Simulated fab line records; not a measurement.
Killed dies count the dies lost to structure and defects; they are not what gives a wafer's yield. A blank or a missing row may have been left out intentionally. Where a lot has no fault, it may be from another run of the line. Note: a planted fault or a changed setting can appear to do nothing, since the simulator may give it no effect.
Comparing a struck lot with a sound one -- flow sky130 -- 17 steps out of a route of 708
Sound: the wafers L208.1, L208.3, L208.6. The struck wafers were L212.1, L212.2, L212.4. Last of all comes the cause.
Order at every step that has rows: each side's tool, ch and its chambers, its first start. Under that, the readings that differ: sound wafers -- struck wafers -- difference of the means -- sigmas: that difference in standard deviations of wafers without a fault.
alike: readings whose means differ by less than 2 such deviations, and words and numbers that are the same on both sides. not compared: withheld readings, readings that some wafer has no value for, bounds like >300 that may hide the same value, and numbers for which the record gives no deviation and whose values overlap.
A row with sigmas, a row that says differs or no value, or rows on one side alone: a step with any of these is where the two part. When numbers do not overlap yet have no deviation, they are printed without sigmas and do not part them. Lack of a reading on every wafer of one side parts them only where that side has two or more wafers.

SKY_GATE_OXIDE_TW_MEAS_14:
  sound: film_metro-04 at day 13 22:56; struck: film_metro-02 at day 15 11:39
reading,sound,struck,difference,sigmas
GATE_OXIDE_TW,225.8 225.7 226.4,222.6 222.2 222.5,-3.5,-2
then, 3 steps without rows for these wafers: SKY_GATE_OXIDE_CLEAN_15 (cleans in SC1/SC2, time 150 s); SKY_GATE_OXIDE_OXIDATION_16 (stabilise 600 s, purge 300 s, target thk 3.57 nm); SKY_POLY_GATE_CVD_00 (deposits poly-Si, target thk 180 nm, time 720 s).
SKY_POLY_GATE_THK_MEAS_01:
  sound: film_metro-04 at day 14 03:37; struck: film_metro-03 at day 15 14:46
  alike: POLY_GATE_CVD_00_THK
then, 7 steps without rows for these wafers: SKY_RES_PROTECT_DEHYDRATE_00 (time 60 s); SKY_RES_PROTECT_HMDS_01 (prime time 60 s); SKY_RES_PROTECT_COAT_02 (resist thk 1140 nm); SKY_RES_PROTECT_SOFTBAKE_03 (time 60 s); SKY_RES_PROTECT_EXPOSE_04 (exposes mask RPM, target cd 1270 nm); SKY_RES_PROTECT_PEB_05; SKY_RES_PROTECT_DEVELOP_06 (develop time 60 s).
SKY_POLY_GATE_IMPLANT_02:
  sound on implanter-01 ch 0, day 15 05:22; struck on implanter-02 ch 0, day 16 19:31
reading,sound,struck,difference,sigmas
implant_ion_amu,31 31 31,75 75 75,+44,
model.implant.rp_nm (nm),36.01 36.01 36.01,20.63 20.63 20.63,-15.38,
model.implant.drp_nm (nm),16.6 16.6 16.6,9.641 9.641 9.641,-6.959,
SKY_RES_PROTECT_STRIP_07: strips in O2/N2.
  sound on plasma_asher-03 ch 0,1, day 15 05:31; struck on plasma_asher-02 ch 0,1, day 16 19:40
reading,sound,struck,difference,sigmas
oes_product_au (a.u.),0.510 0.521 0.521,0.551 0.563 0.557,+0.040,+9
strip_time_to_endpoint_s (s),23.28 23.33 23.29,20.43 20.41 20.47,-2.86,-80
  alike: drypump_motor_current_A, o2_flow_sccm
  not compared: rf_hours_counter_h
SKY_RES_PROTECT_TW_MEAS_08:
  sound: film_metro-01 at day 15 05:37; struck: film_metro-03 at day 16 19:46
reading,sound,struck,difference,sigmas
POLY_GATE_TW,4041 4025 4021,3581 3601 3585,-440,-20
then, 1 step without rows for these wafers: SKY_RES_PROTECT_CLEAN_09 (cleans in SC1/SC2, time 150 s).
-- record jumps: 30 days separate the struck wafers' starts on either side; left off in module RES_PROTECT, taken up again in module PAD_OPEN, whose first shown step is the route's number 708 --
SKY_PAD_OPEN_PROBE_99:
  sound: prober-02 at day 45 17:51; struck: prober-02 at day 46 22:57
reading,sound,struck,difference,sigmas
model.etest.res_poly.line_ohm_um,526.2 484.2 488,683.5 676 668.5,+176.5,
model.etest.licon_poly.rc_ohm,150.5 155 154.2,209.4 203.6 210.1,+54.5,
model.etest.res_poly.rs_ohm_sq,47.41 47.79 47.78,63.1 62.3 63.23,+15.2,
  alike: killed_at_M0_to_M3, killed_at_M4_up, killed_at_contacts, killed_at_front_end, killed_at_other, killed_dies, killed_open, killed_short

## WHERE THEY PART
Earliest at SKY_GATE_OXIDE_TW_MEAS_14; latest, in this record, at SKY_RES_PROTECT_TW_MEAS_08. Later steps at which nothing parts them and some readings are alike: SKY_PAD_OPEN_PROBE_99.

WHY: what the simulator had put in
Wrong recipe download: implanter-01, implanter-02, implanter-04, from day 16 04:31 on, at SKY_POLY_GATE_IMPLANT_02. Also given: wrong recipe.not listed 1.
